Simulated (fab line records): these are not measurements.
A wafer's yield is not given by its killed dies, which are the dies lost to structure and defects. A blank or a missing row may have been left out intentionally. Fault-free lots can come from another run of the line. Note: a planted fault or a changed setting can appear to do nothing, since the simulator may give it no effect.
The same fault as seen by 2 desks :: flow sky130 :: only its own numbers are on each desk; what lay behind them is given at the end

FROM THE METROLOGY DESK
Means of the sampled wafers that have a number, per lot and without regard to the tool the lot ran on: this is what the gauges read. A lot is out of limits, marked OUT, if its mean lies more than 4 standard deviations from the usual mean; the brackets give that distance.
Columns: A = POLY_GATE_CVD_03_THK at SKY_POLY_GATE_THK_MEAS_04, usual 74.3 nm; B = LDD_N_TW at SKY_LDD_N_TW_MEAS_17, usual 2583
lot: L451
first seen here: day 14 16:16
A: 72.7
B: 2580

lot: L452
first seen here: day 15 15:13
A: 74.4
B: 2616

lot: L455
first seen here: day 16 12:12
A: 75.1
B: 2583

lot: L454
first seen here: day 16 18:38
A: 76.4
B: 2582

lot: L462
first seen here: day 21 00:34
A: 74.7
B: 2891 (+15) OUT

lot: L463
first seen here: day 21 00:34
A: 74.9
B: 2925 (+17) OUT

lot: L466
first seen here: day 21 03:07
A: 75.1
B: 2567

lot: L468
first seen here: day 21 06:17
A: 74.3
B: 2593

lot: L472
first seen here: day 22 16:04
A: 74.4
B: 2592

lot: L474
first seen here: day 23 15:45
A: 73.5
B: 2556
This desk's result: L462, L463 out of limits, first on L463 (LDD_N_TW at SKY_LDD_N_TW_MEAS_17), day 23 15:39. In limits: L451, L452, L455, L454, L466, L468, L472, L474.

THE TOOL OWNER'S DESK: implanter-04
The tool's own readings at SKY_LDD_N_IMPLANT_11, given as means over the sampled wafers that have a number, one for each lot that went through this tool. A lot is out of limits, marked OUT, if its mean lies more than 4 standard deviations from the usual mean; the brackets give that distance.
Columns: A = beam_on_s at SKY_LDD_N_IMPLANT_11, usual 10.00 s; B = dose_ions_cm2 at SKY_LDD_N_IMPLANT_11, usual 7.499e+13; C = faraday_current_uA at SKY_LDD_N_IMPLANT_11, usual 423; D = rotation_deg at SKY_LDD_N_IMPLANT_11, usual 293.00 degrees
lot: L451
first seen here: day 17 01:52
A: 9.88
B: 7.488e+13
C: 428
D: 293.01

lot: L463
first seen here: day 23 14:48
A: 49.00 (+99 or more) OUT
B: 4.213e+14 (+99 or more) OUT
C: 485 (+8.1) OUT
D: 292.99

lot: L462
first seen here: day 23 16:02
A: 49.22 (+99 or more) OUT
B: 4.212e+14 (+99 or more) OUT
C: 483 (+7.8) OUT
D: 293.02
This desk's verdict: out of limits on L462, L463, starting with L463 at day 23 14:48 (beam_on_s at SKY_LDD_N_IMPLANT_11). In limits: L451.

PUT TOGETHER
On L462, L463, at day 23 14:48, an alarm was possible from the tool owner's desk.
The metrology desk could have raised an alarm at day 23 15:39, on L462, L463.
SKY_LDD_N_IMPLANT_11 was run on implanter-04 by each of the lots named.

WHAT HAD BEEN PUT IN BY THE SIMULATOR
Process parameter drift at SKY_LDD_N_IMPLANT_11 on implanter-04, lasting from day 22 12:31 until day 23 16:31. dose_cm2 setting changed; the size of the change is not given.
Struck lots among those shown: L462, L463.
Fault start to first reading out of limits, in hours, per desk: tool owner, 26; metrology, 27.
